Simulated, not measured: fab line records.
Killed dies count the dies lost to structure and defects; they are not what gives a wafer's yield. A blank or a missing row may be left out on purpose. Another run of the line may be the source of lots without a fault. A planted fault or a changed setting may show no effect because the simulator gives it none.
fab line records + flow sky130
[record]
- lots = 12
- wafers = 36
- last-day = 50
route steps=708 shown LDD_N@244 LDD_LDN@300 POLY_CUT@315 PAD_OPEN@708
lots with no fault: from the same line, run without faults
start-h: hours from the record's opening day to when the first of the lot's shown wafers began + wait-h: hours from the lot's prior step to this one + " unchanged from the row above + L1.1+2: one row covering several wafers at once + - value missing, or start not given + * or withheld: withheld + < > ~ a bound
route shown NAME@n: NAME is a module with steps in the file, n the number in the route of the first one + usual: the fault-free wafers' mean and standard deviation + same: alike in all rows + chamber/n: place in a boat + sites: readings site by site + _std_site: the values' standard deviation + _edge_site: mean of outer sites minus mean of inner sites + radius-mm: how far each site lies from the wafer's centre + mask NAME#n: copy n + behind: the most recent tool/chamber to have shaped the wafer + hold: why the lot was held/for how many hours/how that ended + device: the n, p or np transistor that did not switch + end of line: tests of these same wafers at the route's end + step lacking rows: just its recipe + killed: dies lost to structure and defects at the first sort, not the wafer's yield + map: a wafer's dies, x killed, . not, _ none there
set.NAME: the run value of the setting; set.NAME@STEP: its run value at that earlier step + model.NAME: the simulator's own value behind a step, which no gauge read
a sample of lots followed through the steps of the route, with each step as a table and each wafer as a row
services: when a tool's chamber went out of use (start-h, in hours from the record's first day, below 0 if earlier), for how many hours, and the reason
[[steps]]
[step SKY_LDD_N_OVL_MEAS_07]
[usual]
- LDD_N_OVL = -0.1/1.3
| lot.wafer | tool       | chamber | start-h | wait-h | LDD_N_OVL[nm] |
|-----------|------------|---------|---------|--------|---------------|
| L893.1    | overlay-01 | -       | 398.79  | 0.1    | -0.3          |
| L893.4    | "          | -       | "       | "      | 0.2           |
| L893.5    | "          | -       | "       | "      | 0.6           |
| L894.3    | overlay-01 | -       | 405.00  | 0.1    | -1.9          |
| L894.4    | "          | -       | "       | "      | -0.3          |
| L894.5    | "          | -       | "       | "      | -2.6          |
| L896.1    | overlay-01 | -       | 425.74  | 0.1    | -2.7          |
| L896.4    | "          | -       | "       | "      | -1.7          |
| L896.6    | "          | -       | "       | "      | -2.0          |
| L897.2    | overlay-02 | -       | 438.31  | 0.1    | 1.3           |
| L897.4    | "          | -       | "       | "      | -2.3          |
| L897.6    | "          | -       | "       | "      | 0.8           |
| L902.1    | overlay-02 | -       | 481.80  | 0.1    | -0.5          |
| L902.3    | "          | -       | "       | "      | -1.4          |
| L902.5    | "          | -       | "       | "      | -1.1          |
| L903.1    | overlay-02 | -       | 490.24  | 0.1    | -1.1          |
| L903.5    | "          | -       | "       | "      | -1.4          |
| L903.6    | "          | -       | "       | "      | -1.4          |
| L905.2    | overlay-02 | -       | 512.64  | 0.1    | 0.5           |
| L905.3    | "          | -       | "       | "      | 2.2           |
| L905.6    | "          | -       | "       | "      | 2.3           |
| L906.2    | overlay-02 | -       | 527.19  | 0.1    | 1.6           |
| L906.5    | "          | -       | "       | "      | 2.5           |
| L906.6    | "          | -       | "       | "      | 3.0           |
| L909.1    | overlay-01 | -       | 541.13  | 0.1    | 2.5           |
| L909.3    | "          | -       | "       | "      | -0.2          |
| L909.4    | "          | -       | "       | "      | 0.9           |
| L914.4    | overlay-01 | -       | 585.40  | 0.1    | 1.3           |
| L914.5    | "          | -       | "       | "      | 0.6           |
| L914.6    | "          | -       | "       | "      | 4.6           |
| L915.2    | overlay-02 | -       | 596.44  | 0.1    | -0.7          |
| L915.4    | "          | -       | "       | "      | -0.4          |
| L915.6    | "          | -       | "       | "      | -0.4          |
| L916.1    | overlay-02 | -       | 608.19  | 0.1    | -0.4          |
| L916.4    | "          | -       | "       | "      | -1.1          |
| L916.5    | "          | -       | "       | "      | -2.3          |
[step SKY_LDD_LDN_IMPLANT_11]
[recipe]
- species = As
- energy-kev = 15
- dose-cm2 = 1.25e+13
- tilt-deg = withheld
- rotation-deg = 293
[usual]
- dose-ions-cm2 = 1.2498e+13/1.3e+10
- faraday-current-uA = 70.4/1.4
| lot.wafer | tool         | chamber | start-h | wait-h | dose-ions-cm2 | faraday-current-uA |
|-----------|--------------|---------|---------|--------|---------------|--------------------|
| L893.1    | implanter-03 | 0       | 522.87  | 0.1    | 1.2485e+13    | 67.3               |
| L893.4    | "            | 0       | "       | "      | 1.2471e+13    | 68.7               |
| L893.5    | "            | 0       | "       | "      | 1.2489e+13    | 71.3               |
| L894.3    | implanter-03 | 0       | 528.62  | 0.1    | 1.2483e+13    | 69.9               |
| L894.4    | "            | 0       | "       | "      | 1.247e+13     | 72.3               |
| L894.5    | "            | 0       | "       | "      | 1.2502e+13    | 66.9               |
| L896.1    | implanter-03 | 0       | 550.02  | 0.1    | 1.2495e+13    | 71.1               |
| L896.4    | "            | 0       | "       | "      | 1.2512e+13    | 68.7               |
| L896.6    | "            | 0       | "       | "      | 1.2524e+13    | 70.4               |
| L897.2    | implanter-02 | 0       | 561.35  | 0.1    | 1.2467e+13    | 67.7               |
| L897.4    | "            | 0       | "       | "      | 1.2492e+13    | 71.6               |
| L897.6    | "            | 0       | "       | "      | 1.2508e+13    | 71.4               |
| L902.1    | implanter-04 | 0       | 603.27  | 0.1    | 1.2493e+13    | 70.8               |
| L902.3    | "            | 0       | "       | "      | 1.2486e+13    | 68.6               |
| L902.5    | "            | 0       | "       | "      | 1.2489e+13    | 72.0               |
| L903.1    | implanter-03 | 0       | 611.84  | 0.1    | 1.2511e+13    | 70.3               |
| L903.5    | "            | 0       | "       | "      | 1.2509e+13    | 69.2               |
| L903.6    | "            | 0       | "       | "      | 1.2474e+13    | 71.7               |
| L905.2    | implanter-04 | 0       | 633.01  | 0.1    | 1.2486e+13    | 69.4               |
| L905.3    | "            | 0       | "       | "      | 1.249e+13     | 71.6               |
| L905.6    | "            | 0       | "       | "      | 1.2505e+13    | 70.1               |
| L906.2    | implanter-03 | 0       | 647.06  | 0.1    | 7.686e+12     | 42.1               |
| L906.5    | "            | 0       | "       | "      | 7.671e+12     | 44.2               |
| L906.6    | "            | 0       | "       | "      | 7.68e+12      | 42.7               |
| L909.1    | implanter-03 | 0       | 660.37  | 0.1    | 7.69e+12      | 43.9               |
| L909.3    | "            | 0       | "       | "      | 7.712e+12     | 44.2               |
| L909.4    | "            | 0       | "       | "      | 7.708e+12     | 42.5               |
| L914.4    | implanter-02 | 0       | 704.66  | 0.1    | 1.2509e+13    | 68.8               |
| L914.5    | "            | 0       | "       | "      | 1.2496e+13    | 70.7               |
| L914.6    | "            | 0       | "       | "      | 1.2498e+13    | 67.7               |
| L915.2    | implanter-04 | 0       | 713.05  | 0.1    | 1.2476e+13    | 70.6               |
| L915.4    | "            | 0       | "       | "      | 1.2491e+13    | 71.1               |
| L915.6    | "            | 0       | "       | "      | 1.2503e+13    | 72.4               |
| L916.1    | implanter-03 | 0       | 724.92  | 0.1    | 1.2503e+13    | 70.5               |
| L916.4    | "            | 0       | "       | "      | 1.2495e+13    | 71.0               |
| L916.5    | "            | 0       | "       | "      | 1.2503e+13    | 72.3               |
[step SKY_LDD_LDN_TW_MEAS_13]
[usual]
- LDD_LDN_TW = 1490/14
| lot.wafer | tool          | chamber | start-h | wait-h | LDD_LDN_TW |
|-----------|---------------|---------|---------|--------|------------|
| L893.1    | film-metro-04 | -       | 523.12  | 0.1    | 1487       |
| L893.4    | "             | -       | "       | "      | 1489       |
| L893.5    | "             | -       | "       | "      | 1481       |
| L894.3    | film-metro-01 | -       | 528.84  | 0.1    | 1495       |
| L894.4    | "             | -       | "       | "      | 1501       |
| L894.5    | "             | -       | "       | "      | 1498       |
| L896.1    | film-metro-01 | -       | 550.27  | 0.1    | 1500       |
| L896.4    | "             | -       | "       | "      | 1500       |
| L896.6    | "             | -       | "       | "      | 1501       |
| L897.2    | film-metro-04 | -       | 561.58  | 0.1    | 1486       |
| L897.4    | "             | -       | "       | "      | 1491       |
| L897.6    | "             | -       | "       | "      | 1480       |
| L902.1    | film-metro-01 | -       | 603.52  | 0.1    | 1496       |
| L902.3    | "             | -       | "       | "      | 1495       |
| L902.5    | "             | -       | "       | "      | 1490       |
| L903.1    | film-metro-04 | -       | 612.09  | 0.1    | 1488       |
| L903.5    | "             | -       | "       | "      | 1494       |
| L903.6    | "             | -       | "       | "      | 1494       |
| L905.2    | film-metro-01 | -       | 633.25  | 0.1    | 1511       |
| L905.3    | "             | -       | "       | "      | 1501       |
| L905.6    | "             | -       | "       | "      | 1498       |
| L906.2    | film-metro-02 | -       | 647.30  | 0.1    | 1424       |
| L906.5    | "             | -       | "       | "      | 1429       |
| L906.6    | "             | -       | "       | "      | 1424       |
| L909.1    | film-metro-02 | -       | 660.62  | 0.1    | 1427       |
| L909.3    | "             | -       | "       | "      | 1423       |
| L909.4    | "             | -       | "       | "      | 1427       |
| L914.4    | film-metro-01 | -       | 704.87  | 0.1    | 1501       |
| L914.5    | "             | -       | "       | "      | 1494       |
| L914.6    | "             | -       | "       | "      | 1510       |
| L915.2    | film-metro-01 | -       | 713.28  | 0.1    | 1501       |
| L915.4    | "             | -       | "       | "      | 1499       |
| L915.6    | "             | -       | "       | "      | 1510       |
| L916.1    | film-metro-01 | -       | 725.17  | 0.1    | 1492       |
| L916.4    | "             | -       | "       | "      | 1503       |
| L916.5    | "             | -       | "       | "      | 1494       |
[step SKY_POLY_CUT_CD_MEAS_08]
[recipe]
- target-cd-nm = 270
[usual]
- cd-nm = 269.8/1.6
| lot.wafer | tool      | chamber | start-h | wait-h | cd-nm |
|-----------|-----------|---------|---------|--------|-------|
| L893.1    | cd-sem-01 | -       | 555.60  | -      | 268.8 |
| L893.4    | "         | -       | "       | "      | 268.4 |
| L893.5    | "         | -       | "       | "      | 269.1 |
| L894.3    | cd-sem-02 | -       | 560.02  | -      | 270.4 |
| L894.4    | "         | -       | "       | "      | 270.3 |
| L894.5    | "         | -       | "       | "      | 268.3 |
| L896.1    | cd-sem-02 | -       | 581.78  | -      | 270.9 |
| L896.4    | "         | -       | "       | "      | 268.9 |
| L896.6    | "         | -       | "       | "      | 269.9 |
| L897.2    | cd-sem-01 | -       | 592.70  | -      | 271.1 |
| L897.4    | "         | -       | "       | "      | 271.3 |
| L897.6    | "         | -       | "       | "      | 270.6 |
| L902.1    | cd-sem-01 | -       | 635.35  | -      | 270.3 |
| L902.3    | "         | -       | "       | "      | 269.3 |
| L902.5    | "         | -       | "       | "      | 269.8 |
| L903.1    | cd-sem-01 | -       | 643.48  | -      | 269.5 |
| L903.5    | "         | -       | "       | "      | 267.9 |
| L903.6    | "         | -       | "       | "      | 268.0 |
| L905.2    | cd-sem-01 | -       | 663.01  | -      | 271.5 |
| L905.3    | "         | -       | "       | "      | 271.2 |
| L905.6    | "         | -       | "       | "      | 272.7 |
| L906.2    | cd-sem-01 | -       | 677.85  | -      | 268.7 |
| L906.5    | "         | -       | "       | "      | 268.9 |
| L906.6    | "         | -       | "       | "      | 269.0 |
| L909.1    | cd-sem-01 | -       | 692.28  | -      | 268.7 |
| L909.3    | "         | -       | "       | "      | 269.6 |
| L909.4    | "         | -       | "       | "      | 269.1 |
| L914.4    | cd-sem-02 | -       | 734.67  | -      | 270.5 |
| L914.5    | "         | -       | "       | "      | 270.2 |
| L914.6    | "         | -       | "       | "      | 269.1 |
| L915.2    | cd-sem-02 | -       | 742.32  | -      | 267.6 |
| L915.4    | "         | -       | "       | "      | 269.1 |
| L915.6    | "         | -       | "       | "      | 268.9 |
| L916.1    | cd-sem-01 | -       | 755.29  | -      | 271.8 |
| L916.4    | "         | -       | "       | "      | 271.9 |
| L916.5    | "         | -       | "       | "      | 272.7 |
[step SKY_POLY_CUT_STRIP_12]
[recipe]
- chemistry = O2/N2
- power-w = 1400
- pressure-mtorr = 1500
- platen-temp-c = withheld
- o2-flow-sccm = 3000
- n2-flow-sccm = 300
- overash-fraction = 0.5
[usual]
- drypump-motor-current-A = 5.4/0.33
- oes-product-au = 0.453/0.0045
- strip-time-to-endpoint-s = 5.362/0.016
[same]
- overash-fraction = 0.5
| lot.wafer | tool            | chamber | start-h | wait-h | drypump-motor-current-A | oes-product-au | rf-hours-counter-h | strip-time-to-endpoint-s |
|-----------|-----------------|---------|---------|--------|-------------------------|----------------|--------------------|--------------------------|
| L893.1    | plasma-asher-04 | 0       | 555.84  | 0.0    | 5.2                     | 0.458          | 71                 | 5.334                    |
| L893.4    | "               | 1       | "       | "      | 5.1                     | 0.451          | -                  | 5.327                    |
| L893.5    | "               | 0       | "       | "      | 5.2                     | 0.454          | -                  | 5.344                    |
| L894.3    | plasma-asher-01 | 0       | 560.25  | 0.1    | 5.2                     | 0.448          | -                  | 5.364                    |
| L894.4    | "               | 1       | "       | "      | 5.4                     | 0.450          | -                  | 5.353                    |
| L894.5    | "               | 1       | "       | "      | 5.4                     | 0.450          | -                  | 5.364                    |
| L896.1    | plasma-asher-02 | 0       | 582.02  | 0.0    | 5.9                     | 0.452          | 15                 | 5.327                    |
| L896.4    | "               | 0       | "       | "      | 5.9                     | 0.444          | -                  | 5.366                    |
| L896.6    | "               | 0       | "       | "      | 5.9                     | 0.461          | -                  | 5.366                    |
| L897.2    | plasma-asher-01 | 0       | 592.92  | 0.0    | 5.2                     | 0.461          | 45                 | 5.376                    |
| L897.4    | "               | 0       | "       | "      | 5.2                     | 0.457          | -                  | 5.354                    |
| L897.6    | "               | 0       | "       | "      | 5.2                     | 0.454          | -                  | 5.372                    |
| L902.1    | plasma-asher-01 | 1       | 635.59  | 0.0    | 5.4                     | 0.456          | 49                 | 5.374                    |
| L902.3    | "               | 0       | "       | "      | 5.2                     | 0.454          | -                  | 5.362                    |
| L902.5    | "               | 1       | "       | "      | 5.3                     | 0.457          | -                  | 5.366                    |
| L903.1    | plasma-asher-01 | 1       | 643.72  | 0.0    | 5.4                     | 0.452          | 50                 | 5.352                    |
| L903.5    | "               | 1       | "       | "      | 5.4                     | 0.452          | -                  | 5.362                    |
| L903.6    | "               | 0       | "       | "      | 5.2                     | 0.446          | -                  | 5.356                    |
| L905.2    | plasma-asher-04 | 1       | 663.23  | 0.0    | 5.1                     | 0.460          | 82                 | 5.381                    |
| L905.3    | "               | 0       | "       | "      | 5.2                     | 0.458          | -                  | 5.364                    |
| L905.6    | "               | 1       | "       | "      | 5.1                     | 0.456          | -                  | 5.396                    |
| L906.2    | plasma-asher-04 | 0       | 678.07  | 0.0    | 5.2                     | 0.452          | 83                 | 5.347                    |
| L906.5    | "               | 0       | "       | "      | 5.2                     | 0.454          | -                  | 5.372                    |
| L906.6    | "               | 1       | "       | "      | 5.1                     | 0.459          | -                  | 5.369                    |
| L909.1    | plasma-asher-01 | 0       | 692.52  | 0.0    | 5.2                     | 0.452          | 54                 | 5.354                    |
| L909.3    | "               | 1       | "       | "      | 5.4                     | 0.455          | -                  | 5.359                    |
| L909.4    | "               | 0       | "       | "      | 5.2                     | 0.452          | -                  | 5.360                    |
| L914.4    | plasma-asher-01 | 1       | 734.88  | 0.1    | 5.3                     | 0.455          | -                  | 5.358                    |
| L914.5    | "               | 0       | "       | "      | 5.2                     | 0.443          | -                  | 5.368                    |
| L914.6    | "               | 1       | "       | "      | 5.3                     | 0.455          | -                  | 5.374                    |
| L915.2    | plasma-asher-02 | 0       | 742.54  | 0.0    | 5.9                     | 0.456          | 31                 | 5.342                    |
| L915.4    | "               | 0       | "       | "      | 5.9                     | 0.452          | -                  | 5.377                    |
| L915.6    | "               | 0       | "       | "      | 5.9                     | 0.453          | -                  | 5.373                    |
| L916.1    | plasma-asher-02 | 1       | 755.53  | 0.0    | 6.0                     | 0.452          | 32                 | 5.348                    |
| L916.4    | "               | 0       | "       | "      | 5.9                     | 0.453          | -                  | 5.362                    |
| L916.5    | "               | 0       | "       | "      | 5.9                     | 0.452          | -                  | 5.355                    |
[step SKY_PAD_OPEN_PROBE_99]
[usual]
- killed_at_M0_to_M3 = 44/7
- killed_at_M4_up = 3.2/1.8
- killed-at-contacts = 24/5.1
- killed-at-front-end = 15/4.3
- killed-at-other = 0.3/0.5
- killed-dies = 86/9.6
- killed-on-rim = 17/4.1
- killed-open = 48/7.1
- killed-short = 38/6.7
[same]
- gross-dies = 492
- killed-at-back-side = 0
| lot.wafer | tool      | chamber | start-h | wait-h | killed_at_M0_to_M3 | killed_at_M4_up | killed-at-contacts | killed-at-front-end | killed-at-other | killed-dies | killed-on-rim | killed-open | killed-short |
|-----------|-----------|---------|---------|--------|--------------------|-----------------|--------------------|---------------------|-----------------|-------------|---------------|-------------|--------------|
| L894.3    | prober-02 | -       | 1078.02 | 0.2    | 47                 | 3               | 22                 | 19                  | 0               | 91          | 13            | 55          | 36           |
| L894.4    | prober-02 | -       | 1078.07 | 0.2    | 36                 | 2               | 21                 | 12                  | 0               | 71          | 13            | 39          | 32           |
| L894.5    | prober-02 | -       | 1078.12 | 0.2    | 41                 | 2               | 25                 | 13                  | 0               | 81          | 17            | 39          | 42           |
| L896.1    | prober-02 | -       | 1093.02 | 0.1    | 34                 | 4               | 25                 | 23                  | 0               | 86          | 21            | 42          | 44           |
| L896.4    | prober-02 | -       | 1093.17 | 0.2    | 49                 | 3               | 23                 | 11                  | 1               | 87          | 15            | 54          | 33           |
| L896.6    | prober-02 | -       | 1093.27 | 0.2    | 54                 | 1               | 18                 | 15                  | 0               | 88          | 27            | 36          | 52           |
| L897.2    | prober-01 | -       | 1101.93 | 0.1    | 46                 | 2               | 26                 | 18                  | 0               | 92          | 13            | 48          | 44           |
| L897.4    | prober-01 | -       | 1102.03 | 0.2    | 38                 | 1               | 31                 | 21                  | 0               | 91          | 21            | 65          | 26           |
| L897.6    | prober-01 | -       | 1102.13 | 0.2    | 46                 | 3               | 19                 | 7                   | 1               | 76          | 12            | 36          | 40           |
| L906.2    | prober-02 | -       | 1159.41 | 0.1    | 39                 | 2               | 23                 | 19                  | 0               | 83          | 17            | 55          | 26           |
| L906.5    | prober-02 | -       | 1159.56 | 0.2    | 38                 | 3               | 20                 | 20                  | 0               | 81          | 15            | 45          | 36           |
| L906.6    | prober-02 | -       | 1159.61 | 0.2    | 36                 | 2               | 24                 | 12                  | 0               | 74          | 9             | 39          | 35           |
| L909.1    | prober-01 | -       | 1166.56 | 0.1    | 42                 | 1               | 21                 | 13                  | 0               | 77          | 15            | 38          | 39           |
| L909.3    | prober-01 | -       | 1166.66 | 0.2    | 48                 | 2               | 16                 | 17                  | 0               | 83          | 19            | 43          | 39           |
| L909.4    | prober-01 | -       | 1166.71 | 0.2    | 36                 | 2               | 21                 | 11                  | 0               | 70          | 9             | 46          | 24           |
| L914.4    | prober-02 | -       | 1193.35 | 0.2    | 46                 | 3               | 20                 | 18                  | 1               | 88          | 19            | 45          | 42           |
| L914.5    | prober-02 | -       | 1193.40 | 0.2    | 34                 | 7               | 23                 | 18                  | 0               | 82          | 17            | 47          | 35           |
| L914.6    | prober-02 | -       | 1193.45 | 0.2    | 41                 | 4               | 30                 | 13                  | 0               | 88          | 17            | 48          | 38           |
| L915.2    | prober-01 | -       | 1199.32 | 0.1    | 43                 | 0               | 31                 | 9                   | 0               | 83          | 22            | 45          | 38           |
| L916.1    | prober-02 | -       | 1203.15 | 0.1    | 49                 | 3               | 27                 | 11                  | 0               | 90          | 20            | 56          | 34           |
| L916.4    | prober-02 | -       | 1203.30 | 0.2    | 34                 | 3               | 17                 | 16                  | 0               | 70          | 10            | 43          | 27           |
| L916.5    | prober-02 | -       | 1203.35 | 0.2    | 45                 | 2               | 26                 | 10                  | 0               | 83          | 20            | 44          | 39           |
// killed by level:class
L894.3 VIA1:geometric-particle:open=12 POLY_GATE:geometric-particle:open=8 CONTACT:geometric-particle:open=8 VIA2:geometric-particle:open=7 METAL1:geometric-particle:short=6 VIA3:geometric-particle:open=5 CONTACT:geometric-particle:short=5 METAL2:geometric-particle:short=5
L894.4 VIA2:geometric-particle:open=8 LI_CONTACT:geometric-particle:open=7 CONTACT:geometric-particle:open=7 METAL2:geometric-particle:short=6 FIELD_ISO:geometric-particle:open=4 POLY_CUT:geometric-particle:short=4 METAL1:geometric-particle:short=4 VIA1:geometric-particle:short=4
L894.5 METAL2:geometric-particle:short=11 VIA1:geometric-particle:open=11 CONTACT:geometric-particle:open=9 LOCAL_INTERCONNECT:geometric-particle:short=7 CONTACT:geometric-particle:short=5 VIA1:geometric-particle:short=4 VIA2:geometric-particle:open=4 LI_CONTACT:geometric-particle:open=3
L896.1 CONTACT:geometric-particle:open=9 FIELD_ISO:geometric-particle:open=8 POLY_GATE:geometric-particle:short=7 VIA2:geometric-particle:open=7 CONTACT:geometric-particle:short=7 METAL1:geometric-particle:short=7 VIA3:geometric-particle:open=6 METAL2:geometric-particle:short=4
L896.4 VIA1:geometric-particle:open=18 POLY_GATE:geometric-particle:open=6 LI_CONTACT:geometric-particle:open=6 CONTACT:geometric-particle:open=6 VIA2:geometric-particle:open=6 VIA2:geometric-particle:short=6 METAL2:geometric-particle:short=5 VIA3:geometric-particle:open=5
L896.6 VIA3:geometric-particle:open=10 VIA2:geometric-particle:short=9 VIA1:geometric-particle:open=7 VIA2:geometric-particle:open=7 CONTACT:geometric-particle:short=6 METAL2:geometric-particle:short=6 VIA3:geometric-particle:short=6 FIELD_ISO:geometric-particle:short=4
L897.2 LI_CONTACT:geometric-particle:open=11 METAL2:geometric-particle:short=10 FIELD_ISO:geometric-particle:open=8 VIA1:geometric-particle:open=8 POLY_GATE:geometric-particle:short=6 VIA2:geometric-particle:open=6 LOCAL_INTERCONNECT:geometric-particle:short=5 VIA1:geometric-particle:short=5
L897.4 CONTACT:geometric-particle:open=15 VIA1:geometric-particle:open=10 FIELD_ISO:geometric-particle:open=9 LI_CONTACT:geometric-particle:open=8 VIA2:geometric-particle:open=8 POLY_GATE:geometric-particle:open=7 METAL2:geometric-particle:short=7 CONTACT:geometric-particle:short=6
L897.6 VIA1:geometric-particle:open=10 METAL2:geometric-particle:short=10 CONTACT:geometric-particle:open=7 LI_CONTACT:geometric-particle:open=5 VIA1:geometric-particle:short=5 CONTACT:geometric-particle:short=4 METAL3:geometric-particle:short=4 VIA2:geometric-particle:short=4
L906.2 VIA1:geometric-particle:open=16 CONTACT:geometric-particle:open=10 LI_CONTACT:geometric-particle:open=7 VIA2:geometric-particle:open=6 FIELD_ISO:geometric-particle:open=5 METAL2:geometric-particle:short=5 LOCAL_INTERCONNECT:geometric-particle:short=5 METAL1:geometric-particle:short=4
L906.5 VIA1:geometric-particle:open=11 LOCAL_INTERCONNECT:geometric-particle:short=9 POLY_GATE:geometric-particle:open=7 VIA3:geometric-particle:open=7 CONTACT:geometric-particle:open=7 FIELD_ISO:geometric-particle:open=5 FIELD_ISO:geometric-particle:short=4 VIA2:geometric-particle:short=4
L906.6 LI_CONTACT:geometric-particle:open=9 VIA2:geometric-particle:open=7 CONTACT:geometric-particle:open=5 LI_CONTACT:geometric-particle:short=5 VIA1:geometric-particle:open=5 METAL3:geometric-particle:short=5 METAL1:geometric-particle:short=4 VIA1:geometric-particle:short=4
L909.1 VIA1:geometric-particle:open=10 LI_CONTACT:geometric-particle:open=8 VIA1:geometric-particle:short=7 CONTACT:geometric-particle:open=6 METAL1:geometric-particle:short=6 VIA2:geometric-particle:open=6 FIELD_ISO:geometric-particle:short=4 CONTACT:geometric-particle:short=4
L909.3 VIA2:geometric-particle:open=10 VIA3:geometric-particle:open=7 CONTACT:geometric-particle:open=6 VIA1:geometric-particle:open=6 POLY_GATE:geometric-particle:short=5 CONTACT:geometric-particle:short=5 METAL1:geometric-particle:short=5 VIA1:geometric-particle:short=5
L909.4 CONTACT:geometric-particle:open=9 VIA2:geometric-particle:open=9 VIA1:geometric-particle:open=9 LI_CONTACT:geometric-particle:open=8 METAL1:geometric-particle:short=5 VIA3:geometric-particle:open=4 POLY_GATE:geometric-particle:open=3 SONOS_ONO:geometric-particle:short=2
L914.4 VIA1:geometric-particle:open=10 POLY_GATE:geometric-particle:open=6 VIA2:geometric-particle:open=6 CONTACT:geometric-particle:open=6 METAL1:geometric-particle:short=6 METAL2:geometric-particle:short=6 VIA2:geometric-particle:short=6 POLY_GATE:geometric-particle:short=5
L914.5 LI_CONTACT:geometric-particle:open=8 VIA1:geometric-particle:open=8 METAL1:geometric-particle:short=7 VIA3:geometric-particle:open=7 FIELD_ISO:geometric-particle:open=6 CONTACT:geometric-particle:open=6 METAL4:geometric-particle:short=6 LOCAL_INTERCONNECT:geometric-particle:short=5
L914.6 CONTACT:geometric-particle:open=11 LI_CONTACT:geometric-particle:open=9 VIA1:geometric-particle:open=9 VIA2:geometric-particle:open=8 METAL2:geometric-particle:short=7 LOCAL_INTERCONNECT:geometric-particle:short=5 METAL4:geometric-particle:short=4 VIA3:geometric-particle:short=4
L915.2 CONTACT:geometric-particle:open=11 VIA1:geometric-particle:open=8 VIA2:geometric-particle:open=8 VIA3:geometric-particle:open=6 FIELD_ISO:geometric-particle:short=5 LI_CONTACT:geometric-particle:open=5 LOCAL_INTERCONNECT:geometric-particle:short=5 METAL1:geometric-particle:short=5
L916.1 VIA1:geometric-particle:open=12 CONTACT:geometric-particle:open=10 VIA2:geometric-particle:open=9 VIA1:geometric-particle:short=9 VIA3:geometric-particle:open=8 LI_CONTACT:geometric-particle:open=6 LOCAL_INTERCONNECT:geometric-particle:short=5 CONTACT:geometric-particle:short=4
L916.4 VIA1:geometric-particle:open=13 LI_CONTACT:geometric-particle:open=5 POLY_GATE:geometric-particle:short=5 POLY_GATE:geometric-particle:open=5 LOCAL_INTERCONNECT:geometric-particle:short=5 CONTACT:geometric-particle:open=5 VIA3:geometric-particle:open=5 METAL1:geometric-particle:short=4
L916.5 CONTACT:geometric-particle:open=10 VIA1:geometric-particle:open=9 VIA2:geometric-particle:short=8 VIA1:geometric-particle:short=7 LOCAL_INTERCONNECT:geometric-particle:short=6 LI_CONTACT:geometric-particle:short=5 METAL1:geometric-particle:open=4 POLY_GATE:geometric-particle:open=4
[[services]]
| tool            | chamber | start-h | hours | kind   |
|-----------------|---------|---------|-------|--------|
| plasma-asher-01 | -       | 501.06  | 3.5   | repair |
| plasma-asher-04 | -       | 509.31  | 1.8   | repair |
| plasma-asher-02 | -       | 511.75  | 2.8   | pm     |
| implanter-04    | -       | 522.27  | 1.6   | repair |
| implanter-04    | -       | 546.63  | 26.2  | repair |
| implanter-02    | -       | 587.14  | 2.0   | repair |
| implanter-04    | -       | 656.48  | 0.6   | repair |
| plasma-asher-04 | -       | 681.56  | 2.1   | repair |
| plasma-asher-04 | -       | 749.36  | 3.9   | repair |
[[key]]
[first-sign]
- step = SKY_LDD_LDN_IMPLANT_11
- reading = dose-ions-cm2
- direction = down
- sigmas = 99+
- usual = *
- struck = *
[effect]
- step = SKY_LDD_LDN_IMPLANT_11
- reading = faraday-current-uA
- direction = down
- sigmas = 19
- usual = 70.4
- struck = 43.3
[effect]
- step = SKY_LDD_LDN_TW_MEAS_13
- reading = LDD_LDN_TW
- direction = down
- sigmas = 4.6
- usual = 1490
- struck = 1426
met-at SKY_LDD_LDN_IMPLANT_11
struck-lots L906,L909
tester-left-out L906,L909
not-acting-at SKY_LDD_N_OVL_MEAS_07,SKY_POLY_CUT_CD_MEAS_08,SKY_POLY_CUT_STRIP_12
onset-between 611.84 647.06
[fault]
- kind = process-parameter-drift
- tool = implanter-03
- chamber = -
- onset-h = 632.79
- steps = SKY_LDD_LDN_IMPLANT_11
- channel = dose-cm2
- offset = *
- shape = step
- end-h = 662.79
- acts-in = *
- stated = *
// tester-left-out: of these lots the tester's yield and bins aren't shown, on N5 and GAA mostly nor the transistor test; their killed dies are dies lost to structure and defects alone, not to doping, threshold or leakage, so they don't give the yield
